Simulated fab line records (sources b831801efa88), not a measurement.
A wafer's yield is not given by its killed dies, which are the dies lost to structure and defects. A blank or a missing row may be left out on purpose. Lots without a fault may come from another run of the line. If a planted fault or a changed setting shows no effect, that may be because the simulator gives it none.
Matching of chambers	flow gf180mcu	GF_STI_CMP_25 on cmp-01: 4 sister chambers
The step polishes, stops on Si3N4, t overpolish 33 s, target thk 524.6 nm. 8 wafers are shown with their chamber, then 12 later ones without.

EACH WAFER AND ITS CHAMBER
wafer	chamber	motor current A (A)	time to endpoint s (s)
L084.2	2	13.1	129
L084.4	3	11.9	124
L084.5	3	11.9	130
L087.1	1	13.8	118
L087.5	0	11.5	121
L091.3	1	13.7	123
L091.4	2	13.1	130
L091.5	0	11.6	129

WAFERS MISSING THEIR CHAMBER
wafer	motor current A (A)	time to endpoint s (s)
L092.1	11.6	126
L092.2	12.6	122
L092.5	13.0	124
L094.1	13.9	123
L094.2	11.7	127
L094.3	11.7	123
L096.2	12.6	122
L096.4	11.2	124
L096.5	12.4	121
L097.3	11.6	130
L097.4	13.2	123
L097.5	11.1	126

WHICH CHAMBER EACH WENT THROUGH
wafer	from the rows above	in truth
L092.1	0	0
L092.2	2	2
L092.5	2	2
L094.1	1	1
L094.2	can't be placed: 0 or 3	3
L094.3	can't be placed: 0 or 3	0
L096.2	2	2
L096.4	0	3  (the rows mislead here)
L096.5	3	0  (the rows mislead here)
L097.3	0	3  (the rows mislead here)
L097.4	2	2
L097.5	0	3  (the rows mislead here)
6 of 12 placed correctly. Cannot be placed on the basis of these rows: 2; the candidates contain the true chamber in 2. Placed wrongly: 4.
How it was worked out, from the rows above alone: a wafer's distance from a chamber is the root of the sum, over the readings, of the square of ((its reading less the chamber's mean) divided by the reading's scatter). The wafer belongs to the nearest chamber; if the next one is less than 2 further off, it can't be placed. Each chamber's mean is taken over the wafers shown for it. The scatter is the square root of a quotient: the sum, over the shown wafers, of each reading's squared deviation from its chamber's mean, divided by wafers minus chambers.
